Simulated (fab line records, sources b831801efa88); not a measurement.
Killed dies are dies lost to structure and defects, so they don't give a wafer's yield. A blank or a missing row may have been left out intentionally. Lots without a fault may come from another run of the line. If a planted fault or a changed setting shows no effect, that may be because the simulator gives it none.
Check for tools in common + flow gf180mcu + 15 lots and 45 wafers in the sample

REASON IT WAS OPENED
GF_MVSD_TW_MEAS_11, reading MVSD_TW: flagged on 3 of 15 lots. No-fault wafers: 1576, standard deviation 15.
Rule: a lot gets a flag if all its wafers with a number sit over 4 standard deviations from that mean, or if no wafer of it has a number. The rest of the lots are taken to be sound.

| lot  | measured    | on           | MVSD_TW, wafer by wafer | flag    |
|------|-------------|--------------|-------------------------|---------|
| L751 | day 5 05:28 | filmMetro-03 | 1576 1577 1579          |         |
| L753 | day 5 05:53 | filmMetro-01 | 1590 1592 1590          |         |
| L750 | day 5 06:35 | filmMetro-03 | 1582 1582 1580          |         |
| L754 | day 5 12:13 | filmMetro-03 | 1581 1576 1580          |         |
| L756 | day 5 16:42 | filmMetro-01 | 1587 1583 1592          |         |
| L757 | day 5 21:04 | filmMetro-03 | 1581 1577 1586          |         |
| L759 | day 6 08:55 | filmMetro-02 | 1560 1558 1555          |         |
| L762 | day 7 00:52 | filmMetro-02 | 30 30 30                | FLAGGED |
| L763 | day 7 06:05 | filmMetro-03 | 30 30 31                | FLAGGED |
| L764 | day 7 11:32 | filmMetro-02 | 30 30 30                | FLAGGED |
| L765 | day 7 19:05 | filmMetro-03 | 1590 1587 1596          |         |
| L766 | day 7 23:37 | filmMetro-01 | 1580 1584 1578          |         |
| L770 | day 9 02:31 | filmMetro-01 | 1578 1578 1573          |         |
| L771 | day 9 04:53 | filmMetro-03 | 1589 1597 1590          |         |
| L772 | day 9 12:42 | filmMetro-03 | 1594 1597 1589          |         |
On average the flagged lots read 30, which is -1546 against the usual, or -99 or more standard deviations.

WHICH TOOL EACH LOT WENT THROUGH
Before the reading, the record contains 2 process steps out of a 602-step route. In each cell: the tool, then ch and the chambers that the sampled wafers went through, then the start.
| lot  | flag    | GF_LVPWELL_STRIP_10                | GF_MVSD_STRIP_10                   |
|------|---------|------------------------------------|------------------------------------|
| L751 |         | plasmaAsher-02 ch 0,1, day 4 16:10 | plasmaAsher-04 ch 0, day 5 05:22   |
| L753 |         | plasmaAsher-01 ch 0,1, day 4 16:35 | plasmaAsher-04 ch 0,1, day 5 05:47 |
| L750 |         | plasmaAsher-03 ch 0,1, day 4 17:13 | plasmaAsher-01 ch 0,1, day 5 06:29 |
| L754 |         | plasmaAsher-03 ch 0,1, day 4 22:43 | plasmaAsher-03 ch 0,1, day 5 12:07 |
| L756 |         | plasmaAsher-03 ch 0,1, day 5 03:40 | plasmaAsher-04 ch 0,1, day 5 16:37 |
| L757 |         | plasmaAsher-02 ch 0,1, day 5 08:05 | plasmaAsher-01 ch 0,1, day 5 20:58 |
| L759 |         | plasmaAsher-03 ch 0,1, day 5 19:40 | plasmaAsher-01 ch 1, day 6 08:49   |
| L762 | FLAGGED | plasmaAsher-02 ch 0,1, day 6 10:43 | plasmaAsher-01 ch 0,1, day 7 00:46 |
| L763 | FLAGGED | plasmaAsher-01 ch 1, day 6 15:35   | plasmaAsher-04 ch 0,1, day 7 05:59 |
| L764 | FLAGGED | plasmaAsher-01 ch 0,1, day 6 20:40 | plasmaAsher-04 ch 0,1, day 7 11:28 |
| L765 |         | plasmaAsher-01 ch 0,1, day 7 04:08 | plasmaAsher-01 ch 0,1, day 7 18:58 |
| L766 |         | plasmaAsher-01 ch 0,1, day 7 08:58 | plasmaAsher-01 ch 0,1, day 7 23:31 |
| L770 |         | plasmaAsher-01 ch 0,1, day 8 10:43 | plasmaAsher-01 ch 0,1, day 9 02:25 |
| L771 |         | plasmaAsher-01 ch 0,1, day 8 13:19 | plasmaAsher-01 ch 0,1, day 9 04:47 |
| L772 |         | plasmaAsher-01 ch 0,1, day 8 19:36 | plasmaAsher-04 ch 0,1, day 9 12:37 |
What is done by these steps:
- GF_LVPWELL_STRIP_10: strips in O2/N2.
- GF_MVSD_STRIP_10: strips in O2/N2.
- GF_MVSD_TW_MEAS_11

FLAGGED AGAINST TOTAL, ONE TOOL AT A TIME (gauges that did the reading follow at the end)
| step                | tool           | lots run | flagged | share of the flagged lots | sound lots run after its first flagged lot |
|---------------------|----------------|----------|---------|---------------------------|--------------------------------------------|
| GF_LVPWELL_STRIP_10 | plasmaAsher-01 | 8        | 2       | some                      | 5 (L765,L766,L770,L771,L772)               |
| GF_LVPWELL_STRIP_10 | plasmaAsher-02 | 3        | 1       | some                      | 0                                          |
| GF_LVPWELL_STRIP_10 | plasmaAsher-03 | 4        | 0       | none                      | -                                          |
| GF_MVSD_STRIP_10    | plasmaAsher-01 | 8        | 1       | some                      | 4 (L765,L766,L770,L771)                    |
| GF_MVSD_STRIP_10    | plasmaAsher-03 | 1        | 0       | none                      | -                                          |
| GF_MVSD_STRIP_10    | plasmaAsher-04 | 6        | 2       | some                      | 1 (L772)                                   |
| GF_MVSD_TW_MEAS_11  | filmMetro-01   | 4        | 0       | none                      | -                                          |
| GF_MVSD_TW_MEAS_11  | filmMetro-02   | 3        | 2       | some                      | 0                                          |
| GF_MVSD_TW_MEAS_11  | filmMetro-03   | 8        | 1       | some                      | 3 (L765,L771,L772)                         |

WHAT IS ALLOWED BY THE TABLE
No row of the table ran every flagged lot.

WHAT WAS PUT IN BY THE SIMULATOR
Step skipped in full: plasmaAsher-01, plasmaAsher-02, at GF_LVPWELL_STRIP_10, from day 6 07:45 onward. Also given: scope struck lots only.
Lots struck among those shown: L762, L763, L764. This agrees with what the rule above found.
